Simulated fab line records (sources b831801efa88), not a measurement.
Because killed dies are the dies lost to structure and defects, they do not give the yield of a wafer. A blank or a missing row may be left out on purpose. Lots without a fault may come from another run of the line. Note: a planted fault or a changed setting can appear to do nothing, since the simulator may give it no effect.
Matching of chambers ; flow gf180mcu ; GF_CONTACT_CMP_27 on cmp-02: 4 sister chambers
The step polishes, stops on SiO2, t overpolish 15 s, target thk 0 nm. 8 wafers are shown with their chamber, then 11 later ones without.

== EACH WAFER AND ITS CHAMBER ==
wafer;chamber;motor-current-A (A);time-to-endpoint-s (s)
L418.3;2;11.3;84
L418.5;2;11.1;78
L423.4;1;9.5;71
L428.1;0;9.5;73
L428.6;1;9.0;75
L429.1;0;10.0;78
L429.6;3;11.5;79
L431.2;3;11.3;75

== WAFERS WITH NO CHAMBER GIVEN ==
wafer;motor-current-A (A);time-to-endpoint-s (s)
L431.4;8.8;77
L431.6;9.1;75
L433.1;11.7;75
L433.3;9.6;75
L433.6;10.6;83
L439.1;9.1;73
L439.3;11.7;71
L439.6;10.8;76
L440.1;9.1;72
L440.2;11.4;72
L440.4;11.2;72

== WHICH CHAMBER EACH WENT THROUGH ==
wafer;from the rows above;in truth
L431.4;can't be placed: 1 or 0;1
L431.6;can't be placed: 1 or 0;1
L433.1;can't be placed: 3 or 2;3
L433.3;can't be placed: 0 or 1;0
L433.6;can't be placed: 2 or 3 or 0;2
L439.1;can't be placed: 1 or 0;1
L439.3;can't be placed: 3 or 2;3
L439.6;can't be placed: 2 or 3 or 0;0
L440.1;can't be placed: 1 or 0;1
L440.2;can't be placed: 3 or 2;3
L440.4;can't be placed: 3 or 2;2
Correct placement for 0 of the 11. Can't be placed from these rows: 11 (the true chamber is among the candidates in 11). Number placed wrongly: 0.
How it was worked out, from the rows above alone: a wafer's distance from a chamber is the root of the sum, over the readings, of the square of ((its reading less the chamber's mean) divided by the reading's scatter). If the next closest chamber is less than 2 further off than the closest, the wafer can't be placed; otherwise it belongs to the closest. The mean given for a chamber averages the wafers shown for that chamber. The scatter is the square root of a quotient: the sum, over the shown wafers, of each reading's squared deviation from its chamber's mean, divided by wafers minus chambers.
